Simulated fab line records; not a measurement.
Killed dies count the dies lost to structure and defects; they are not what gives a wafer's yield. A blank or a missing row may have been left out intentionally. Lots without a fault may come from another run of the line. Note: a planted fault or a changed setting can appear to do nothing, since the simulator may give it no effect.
Problem report in the 8D (eight disciplines) form, filled by code / flow sky130 / the parts of the form that need people (team, actions taken, sign-off) are left out

1. THE PROBLEM
At SKY_PASSIVATION_CVD_00, rf_fwd_power_W averages 684 W over 6 wafers from 2 lots, while fault-free wafers read 587 W, standard deviation 3.4. Measured from the usual mean, that is +29 standard deviations.
The step: deposits SiO2, target thk 90 nm.
The first sign was on wafer L189.2 at day 45 17:25, on pecvd-04. The record holds 36 wafers of 12 lots with a number at this step. By rule, "out" or "out of limits" means more than 4 standard deviations away from the usual mean. All remaining wafers that have a number are taken as sound.

2. WHAT THIS IS AND IS NOT
question=which readings at this step | is=rf_fwd_power_W | is not=heater_power_w
question=which lots | is=L189, L191 | is not=L182, L184, L185, L187, L197, L200, L201, L202, L203, L205
question=which wafers of those lots | is=all that have a number | is not=-
question=read on which tools | is=pecvd-04 | is not=pecvd-02, pecvd-03
question=when | is=from day 45 17:25 | is not=up to then (12 sound wafers); but 18 sound wafers of L197, L200, L201, L202, L203, L205 came after

3. THE SUSPECTS, EACH WITH WHAT RULES IT OUT
Counting: a tool stays on the suspect list if, at a process step up to the reading, it processed all lots that are out and no sound lot following the first of them.
- plasma_asher-01 at SKY_VIA4_STRIP_13 (strips in O2/N2): kept. It ran every lot that is out, first L189 (day 44 16:52), and no sound lot after that; its last sound lot up to then is L187 (day 44 04:58).
- cvd_w-01 at SKY_VIA4_CVD_18 (deposits W, target thk 505 nm, time 152.14 s): ruled out as a lasting fault. Sound lots L197, L205 ran on it after its first lot that is out, L189 (day 44 17:31).
- pecvd-04 at SKY_PASSIVATION_CVD_00 (deposits SiO2, target thk 90 nm): ruled out as a lasting fault. Sound lots L201, L203 ran on it after its first lot that is out, L189 (day 45 17:25).
Left after counting: plasma_asher-01 at SKY_VIA4_STRIP_13.

4. THE CAUSE (what the simulator had put in)
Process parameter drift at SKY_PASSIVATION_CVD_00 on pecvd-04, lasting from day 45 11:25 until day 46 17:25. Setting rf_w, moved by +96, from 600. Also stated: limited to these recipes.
Counting ruled it out, wrongly.

5. SEQUENCE OF EFFECTS, ordered by route
Rows list readings where the struck wafers' mean (over those with a number) sits beyond 3 standard deviations from the usual. Only readings whose record carries a usual standard deviation are examined. hours: median over the lots of the time between each lot's start at the first step of this table that gives one and its start at this step. sigmas: the change, counted in usual standard deviations.
hours=0; step=SKY_PASSIVATION_CVD_00; reading=rf_fwd_power_W; usual=587 W; on struck wafers=684; change=+97; sigmas=+29
It contains these process steps:
- SKY_PASSIVATION_CVD_00: deposits SiO2, target thk 90 nm.

6. WHAT WOULD HAVE CAUGHT IT SOONER
6 hours passed between the start of the fault at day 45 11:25 and the first reading out of limits in this record, taken at day 45 17:25.
